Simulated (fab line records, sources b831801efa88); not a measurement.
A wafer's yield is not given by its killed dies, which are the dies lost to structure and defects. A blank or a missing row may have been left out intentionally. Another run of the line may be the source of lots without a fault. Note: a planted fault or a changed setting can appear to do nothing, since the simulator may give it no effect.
fab line records ; flow sky130
[record] lots = 7; wafers = 21; last-day = 50
route steps=708 shown PASSIVATION@690 PAD_OPEN@694
lots that met no fault: from a run of the same line without faults
start-h: start of the lot's first displayed wafer, in hours after the record's first day ; wait-h: hours elapsed since this lot's preceding step ; " as in the row above ; L1.1+2: a row that stands for several wafers ; - no value, or no start given ; * or withheld: withheld ; < > ~ a bound
route shown NAME@n: a module of which the file shows steps, and the number in the route of the first ; usual: the fault-free wafers' mean and standard deviation ; same: alike in all rows ; chamber/n: place in a boat ; sites: per-site readings ; _std_site: how widely they spread, as a standard deviation ; _edge_site: outer sites' mean less inner sites' ; radius-mm: for every site, how far away it sits from the centre of the wafer ; mask NAME#n: copy n ; behind: the most recent tool/chamber to have shaped the wafer ; hold: what put the lot on hold/how long, in hours/how the hold closed ; device: transistor that didn't switch, given as n, p or np ; end of line: the tests these same wafers got at the end of their route ; a step given without rows: its recipe and nothing more ; killed: dies that structure and defects cost at the first sort, which is not the same as the wafer's yield ; map: a wafer's dies, marking killed ones x, the rest . and places with no die _
set.NAME: the setting as run; set.NAME@STEP: as run at that earlier step ; model.NAME: the simulator's own value behind a step, which no gauge read
lots at some steps of the route; a table a step, a row a wafer
services: the hour from which a tool's chamber was out of use, counted from the record's first day as start-h (under 0 if before that day), plus the number of hours and why
[[steps]]
[step SKY_PASSIVATION_PEB_09]
[recipe] temp-c = 115; time-s = withheld
[step SKY_PASSIVATION_DEVELOP_10]
[recipe] develop-time-s = 60; dev-temp-c = 23
[step SKY_PASSIVATION_ETCH_11]
[recipe] chemistry = CF4/O2; target-depth-nm = 725; stop-on = AlCu; source-w = 800; bias-w = 150; pressure-mtorr = 150; cf4-flow-sccm = 80; O2_flow_sccm = 10; time-s = 161.1
[usual] O2_flow_sccm = 10.00/0.033; drypump-motor-current-A = 5.5/0.58; oes-product-au = 0.978/0.0077; rf-fwd-power-W = 796.9/2.8; throttle-valve-pct = 5.963/0.009
[same] time-s = 161.1
lot.wafer;tool;chamber;start-h;wait-h;O2_flow_sccm;drypump-motor-current-A;oes-product-au;rf-fwd-power-W;rf-hours-counter-h;throttle-valve-pct
L273.1;rie-diel-03;0;1078.86;-;10.01;4.9;0.960;796.7;13;5.969
L273.4;rie-diel-03;0;1078.86;-;10.00;4.9;0.973;797.5;-;5.969
L273.6;rie-diel-03;1;1078.86;-;10.02;5.4;0.988;800.3;-;5.978
L275.1;rie-diel-02;0;1092.71;-;10.02;6.1;0.973;795.9;2;5.970
L275.3;rie-diel-02;2;1092.71;-;10.01;5.4;0.965;792.3;8;5.962
L275.5;rie-diel-02;0;1092.71;-;10.02;6.1;0.988;796.5;-;5.982
L284.1;rie-diel-01;1;1136.91;-;9.95;5.6;0.983;799.2;16;5.977
L284.3;rie-diel-01;0;1136.91;-;10.02;5.9;0.974;797.0;27;5.962
L284.5;rie-diel-01;0;1136.91;-;10.00;5.8;0.983;800.0;-;5.970
L285.3;rie-diel-02;1;1145.16;-;10.01;5.2;0.981;802.0;20;5.945
L285.5;rie-diel-02;2;1145.16;-;10.01;5.4;0.978;799.9;-;5.955
L285.6;rie-diel-02;3;1145.16;-;10.04;6.2;0.980;793.6;-;5.971
L286.2;rie-diel-02;1;1149.31;-;9.94;5.2;0.987;795.1;20;5.970
L286.4;rie-diel-02;0;1149.31;-;9.96;6.1;0.977;797.7;4;5.970
L286.5;rie-diel-02;1;1149.31;-;9.95;5.2;0.997;794.4;-;5.967
L291.1;rie-diel-03;2;1175.16;-;10.01;6.8;0.981;793.3;21;5.963
L291.3;rie-diel-03;0;1175.16;-;10.02;4.9;0.965;796.4;16;5.949
L291.6;rie-diel-03;2;1175.16;-;9.99;6.8;0.980;793.7;-;5.953
L292.2;rie-diel-02;1;1180.51;-;10.02;5.2;0.971;796.1;22;5.957
L292.3;rie-diel-02;2;1180.51;-;9.97;5.4;0.968;799.8;11;5.967
L292.4;rie-diel-02;3;1180.51;-;10.10;6.2;0.982;796.3;11;5.959
[step SKY_PASSIVATION_STRIP_12]
[recipe] chemistry = O2/N2; power-w = 1400; pressure-mtorr = 1500; platen-temp-c = withheld; overash-fraction = 0.7; o2-flow-sccm = 3000; n2-flow-sccm = 300
[usual] chamber-pressure-mTorr = 1500.0/1.4; drypump-motor-current-A = 5.57/0.24; oes-product-au = 0.660/0.0047; strip-time-to-endpoint-s = 31.51/0.15
lot.wafer;tool;chamber;start-h;wait-h;chamber-pressure-mTorr;drypump-motor-current-A;oes-product-au;rf-hours-counter-h;strip-time-to-endpoint-s
L273.1;plasma-asher-04;0;1078.97;0.1;1499.7;5.73;0.670;35;31.68
L273.4;plasma-asher-04;1;1078.97;0.1;1497.0;5.26;0.671;-;31.69
L273.6;plasma-asher-04;0;1078.97;0.1;1498.4;5.71;0.661;-;31.36
L275.1;plasma-asher-04;1;1092.82;0.1;1499.1;5.24;0.657;36;31.84
L275.3;plasma-asher-04;0;1092.82;0.1;1499.2;5.72;0.656;-;31.75
L275.5;plasma-asher-04;1;1092.82;0.1;1498.9;5.25;0.664;-;31.90
L284.1;plasma-asher-02;0;1137.02;0.1;1499.1;5.41;0.658;101;31.24
L284.3;plasma-asher-02;1;1137.02;0.1;1498.2;5.57;0.664;-;31.30
L284.5;plasma-asher-02;1;1137.02;0.1;1499.7;5.57;0.655;-;31.35
L285.3;plasma-asher-02;0;1145.30;0.1;1500.1;5.42;0.662;-;31.48
L285.5;plasma-asher-02;0;1145.30;0.1;1499.5;5.43;0.657;-;31.53
L285.6;plasma-asher-02;1;1145.30;0.1;1499.9;5.56;0.652;-;31.46
L286.2;plasma-asher-04;1;1149.42;0.1;1501.0;5.27;0.659;41;31.41
L286.4;plasma-asher-04;1;1149.42;0.1;1501.6;5.28;0.654;-;31.58
L286.5;plasma-asher-04;0;1149.42;0.1;1499.0;5.78;0.656;-;31.43
L291.1;plasma-asher-04;1;1175.27;0.1;1500.1;5.26;0.662;45;31.45
L291.3;plasma-asher-04;0;1175.27;0.1;1501.8;5.73;0.661;-;31.72
L291.6;plasma-asher-04;1;1175.27;0.1;1498.1;5.28;0.658;-;31.51
L292.2;plasma-asher-04;1;1180.62;0.1;1498.8;5.25;0.664;45;31.53
L292.3;plasma-asher-04;1;1180.62;0.1;1500.8;5.24;0.661;-;31.53
L292.4;plasma-asher-04;0;1180.62;0.1;1497.3;5.72;0.657;-;31.52
[step SKY_PAD_OPEN_DEHYDRATE_00]
[recipe] temp-c = 200; time-s = 60
[step SKY_PAD_OPEN_HMDS_01]
[recipe] prime-time-s = 60; prime-temp-c = 120
[step SKY_PAD_OPEN_COAT_02]
[recipe] spin-rpm = 2000; resist-thk-nm = 3000
[step SKY_PAD_OPEN_SOFTBAKE_03]
[recipe] temp-c = 110; time-s = withheld
[step SKY_PAD_OPEN_EXPOSE_04]
[recipe] mask-id = PDM; target-cd-nm = 60000; na = 0.57; dose-mj = 260
[step SKY_PAD_OPEN_PEB_05]
[recipe] temp-c = 115; time-s = withheld
[step SKY_PAD_OPEN_DEVELOP_06]
[recipe] develop-time-s = 60; dev-temp-c = 23
[step SKY_PAD_OPEN_ETCH_07]
[recipe] chemistry = CF4/O2; target-depth-nm = 725; stop-on = AlCu; source-w = 800; bias-w = 150; pressure-mtorr = 150; cf4-flow-sccm = 80; O2_flow_sccm = 10; time-s = 161.1
[usual] O2_flow_sccm = 10.00/0.031; drypump-motor-current-A = 5.6/0.44; oes-product-au = 0.978/0.0069; rf-fwd-power-W = 797.3/2.4; throttle-valve-pct = 5.965/0.0094
[same] time-s = 161.1
lot.wafer;tool;chamber;start-h;wait-h;O2_flow_sccm;drypump-motor-current-A;oes-product-au;rf-fwd-power-W;rf-hours-counter-h;throttle-valve-pct
L273.1;rie-diel-02;2;1099.73;-;10.00;5.4;0.975;796.5;8;5.980
L273.4;rie-diel-02;1;1099.73;-;9.96;5.2;0.988;799.0;18;5.956
L273.6;rie-diel-02;2;1099.73;-;9.99;5.4;0.984;794.1;-;5.965
L275.1;rie-diel-02;2;1112.83;-;10.02;5.4;0.962;796.7;8;5.974
L275.3;rie-diel-02;3;1112.83;-;10.00;6.1;0.972;798.9;9;5.955
L275.5;rie-diel-02;1;1112.83;-;9.93;5.2;0.979;796.3;-;5.965
L284.1;rie-diel-02;0;1155.06;-;10.02;6.1;0.970;800.6;4;5.963
L284.3;rie-diel-02;1;1155.06;-;10.03;5.2;0.980;794.9;21;5.956
L284.5;rie-diel-02;3;1155.06;-;10.07;6.2;0.983;803.4;-;5.966
L285.3;rie-diel-01;3;1162.98;-;9.99;5.2;0.971;794.4;15;5.965
L285.5;rie-diel-01;1;1162.98;-;9.93;5.6;0.977;792.9;-;5.961
L285.6;rie-diel-01;2;1162.98;-;10.03;4.9;0.979;797.2;-;5.961
L286.2;rie-diel-02;1;1166.70;-;10.02;5.2;0.983;797.3;21;5.972
L286.4;rie-diel-02;0;1166.70;-;10.00;6.1;0.986;800.9;-;5.975
L286.5;rie-diel-02;1;1166.70;-;10.03;5.2;0.990;795.8;-;5.970
L291.1;rie-diel-02;3;1191.23;-;9.92;6.2;0.984;797.5;12;5.957
L291.3;rie-diel-02;2;1191.23;-;9.94;5.4;0.990;797.5;11;5.967
L291.6;rie-diel-02;0;1191.23;-;10.02;6.1;0.978;794.5;-;5.970
L292.2;rie-diel-04;3;1196.03;-;10.02;6.1;0.973;798.9;11;5.961
L292.3;rie-diel-04;2;1196.03;-;9.99;5.7;0.973;798.6;30;5.974
L292.4;rie-diel-04;1;1196.03;-;10.02;5.6;0.978;800.5;22;5.969
[step SKY_PAD_OPEN_STRIP_08]
[recipe] chemistry = O2/N2; power-w = 1400; pressure-mtorr = 1500; platen-temp-c = withheld; overash-fraction = 0.7; o2-flow-sccm = 3000; n2-flow-sccm = 300
[usual] chamber-pressure-mTorr = 1500.1/1.4; drypump-motor-current-A = 5.73/0.23; oes-product-au = 0.663/0.005; strip-time-to-endpoint-s = 37.11/0.081
lot.wafer;tool;chamber;start-h;wait-h;chamber-pressure-mTorr;drypump-motor-current-A;oes-product-au;rf-hours-counter-h;strip-time-to-endpoint-s;model.coat_of_PAD_OPEN_COAT_02.thk-nm
L273.1;plasma-asher-02;0;1099.83;0.1;1498.1;5.42;0.663;98;37.12;0
L273.4;plasma-asher-02;1;1099.83;0.1;1500.5;5.56;0.657;-;37.17;0
L273.6;plasma-asher-02;1;1099.83;0.1;1498.6;5.56;0.664;-;37.21;0
L275.1;plasma-asher-03;1;1112.93;0.1;1500.9;5.91;0.670;4;37.22;0
L275.3;plasma-asher-03;1;1112.93;0.1;1499.0;5.92;0.657;-;37.20;0
L275.5;plasma-asher-03;1;1112.93;0.1;1501.3;5.90;0.659;-;37.29;0
L284.1;plasma-asher-02;0;1155.17;0.1;-;-;-;-;-;3004
L284.3;plasma-asher-02;0;1155.17;0.1;-;-;-;-;-;3006
L284.5;plasma-asher-02;0;1155.17;0.1;-;-;-;-;-;3007
L285.3;plasma-asher-01;0;1163.12;0.1;-;-;-;-;-;3011
L285.5;plasma-asher-01;1;1163.12;0.1;-;-;-;-;-;3005
L285.6;plasma-asher-01;0;1163.12;0.1;-;-;-;-;-;3002
L286.2;plasma-asher-01;0;1166.81;0.1;-;-;-;-;-;3004
L286.4;plasma-asher-01;0;1166.81;0.1;-;-;-;-;-;3009
L286.5;plasma-asher-01;1;1166.81;0.1;-;-;-;-;-;3001
L291.1;plasma-asher-03;1;1191.33;0.1;1500.7;5.92;0.666;12;37.10;0
L291.3;plasma-asher-03;0;1191.33;0.1;1500.9;5.94;0.662;-;37.07;0
L291.6;plasma-asher-03;0;1191.33;0.1;1500.1;5.94;0.656;-;37.19;0
L292.2;plasma-asher-02;1;1196.13;0.1;1501.4;5.55;0.661;107;37.23;0
L292.3;plasma-asher-02;1;1196.13;0.1;1499.2;5.55;0.660;-;37.13;0
L292.4;plasma-asher-02;0;1196.13;0.1;1500.6;5.42;0.663;-;37.12;0
[step SKY_PAD_OPEN_STRIP_09]
[recipe] chemistry = post-etch-residue-remover; time-s = 1200; temp-c = 72.5
[step SKY_PAD_OPEN_PROBE_99]
[usual] defect-limited-yield = 82.4/1.8; killed_at_M0_to_M3 = 44/6; killed_at_M4_up = 2.9/1.5; killed-at-contacts = 24/4.9; killed-at-front-end = 16/4.3; killed-at-other = 0.3/0.54; killed-dies = 87/8.7; killed-open = 48/6.7; killed-short = 39/5.9; sort_bin_3_pad_short = 0.9/0.4; sort_bin_5_function = 10.5/1.5; sort_bin_6_memory = 6.2/1.1; sort-n-pass = 405/8.7; sort-yield-pct = 82.4/1.8
[same] gross-dies = 492; killed-at-back-side = 0; sort_bin_4_leakage[%] = 0; sort_bin_8_speed[%] = 0
lot.wafer;tool;chamber;start-h;wait-h;defect-limited-yield[%];killed_at_M0_to_M3;killed_at_M4_up;killed-at-contacts;killed-at-front-end;killed-at-other;killed-dies;killed-open;killed-short;sort_bin_3_pad_short[%];sort_bin_5_function[%];sort_bin_6_memory[%];sort-n-pass;sort-yield-pct[%]
L284.1;prober-01;-;1157.41;0.1;82.3;48;2;21;16;0;87;50;37;1.4;10.4;5.9;405;82.3
L284.3;prober-01;-;1157.51;0.2;84.3;38;3;28;8;0;77;44;32;0.6;9.6;5.5;415;84.3
L284.5;prober-01;-;1157.61;0.2;81.9;46;3;19;20;1;89;45;44;0.6;11.8;5.7;403;81.9
L291.1;prober-02;-;1193.55;0.1;86.0;35;4;14;16;0;69;35;34;0.8;8.9;4.3;423;86.0
L291.3;prober-02;-;1193.65;0.2;77.8;46;5;29;29;0;109;59;50;0.8;14.0;7.3;383;77.8
L291.6;prober-02;-;1193.80;0.2;81.5;41;3;23;24;0;91;45;46;1.2;11.0;6.3;401;81.5
// killed by level:class
L284.1 VIA1:geometric-particle:open=13 CONTACT:geometric-particle:open=8 POLY_GATE:geometric-particle:short=8 LI_CONTACT:geometric-particle:open=8 VIA1:geometric-particle:short=7 VIA2:geometric-particle:open=6 VIA3:geometric-particle:open=5 POLY_GATE:geometric-particle:open=4
L284.3 LI_CONTACT:geometric-particle:open=9 CONTACT:geometric-particle:open=8 VIA2:geometric-particle:open=8 VIA1:geometric-particle:open=8 VIA1:geometric-particle:short=6 CONTACT:geometric-particle:short=5 LI_CONTACT:geometric-particle:short=4 VIA3:geometric-particle:short=4
L284.5 VIA1:geometric-particle:open=13 METAL1:geometric-particle:short=9 CONTACT:geometric-particle:open=7 LI_CONTACT:geometric-particle:open=5 VIA1:geometric-particle:short=5 VIA3:geometric-particle:open=5 FIELD_ISO:geometric-particle:short=4 FIELD_ISO:geometric-particle:open=4
L291.1 VIA1:geometric-particle:open=7 VIA2:geometric-particle:open=6 VIA3:geometric-particle:open=6 FIELD_ISO:geometric-particle:short=5 VIA1:geometric-particle:short=5 FIELD_ISO:geometric-particle:open=4 POLY_GATE:geometric-particle:short=4 CONTACT:geometric-particle:open=4
L291.3 VIA3:geometric-particle:open=10 VIA1:geometric-particle:open=10 CONTACT:geometric-particle:open=9 FIELD_ISO:geometric-particle:short=8 LI_CONTACT:geometric-particle:open=8 VIA2:geometric-particle:open=7 POLY_GATE:geometric-particle:open=6 METAL1:geometric-particle:short=6
L291.6 POLY_GATE:geometric-particle:open=8 CONTACT:geometric-particle:open=8 VIA2:geometric-particle:open=7 METAL1:geometric-particle:short=7 VIA1:geometric-particle:short=6 VIA1:geometric-particle:open=6 FIELD_ISO:geometric-particle:short=5 CONTACT:geometric-particle:short=5
[[services]]
tool;chamber;start-h;hours;kind
rie-diel-02;-;1056.97;0.3;repair
plasma-asher-03;-;1065.17;9.0;pm
plasma-asher-03;0;1065.17;9.0;vent-cycle
plasma-asher-03;1;1065.17;9.0;vent-cycle
plasma-asher-03;0;1074.17;-;clean
plasma-asher-03;1;1074.17;-;clean
rie-diel-03;2;1075.81;5.5;repair
rie-diel-01;1;1089.30;1.7;repair
rie-diel-02;-;1091.73;0.8;repair
rie-diel-02;2;1095.79;2.7;repair
plasma-asher-01;-;1120.21;1.6;repair
rie-diel-02;-;1121.34;0.5;repair
rie-diel-04;3;1128.21;3.8;repair
rie-diel-02;3;1136.10;4.9;repair
plasma-asher-01;-;1144.55;14.6;pm
rie-diel-02;3;1166.31;4.7;repair
rie-diel-03;2;1176.93;8.8;repair
rie-diel-01;-;1177.37;0.3;repair
[[key]]
[first-sign] step = SKY_PAD_OPEN_STRIP_08; reading = tool-record; direction = missing
effect none on later readings
[model-effect] step = SKY_PAD_OPEN_STRIP_08; value = coat_of_PAD_OPEN_COAT_02.thk-nm; without = 0; struck = 3005
met-at SKY_PAD_OPEN_STRIP_08
struck-wafers L284.1,L284.3,L284.5,L285.3,L285.5,L285.6,L286.2,L286.4,L286.5
onset-between 1099.83 1155.17
[fault] kind = skipped-step-whole; tool = plasma-asher-01,plasma-asher-02; chamber = -; onset-h = 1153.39; steps = SKY_PAD_OPEN_STRIP_08; scope = struck-lots-only
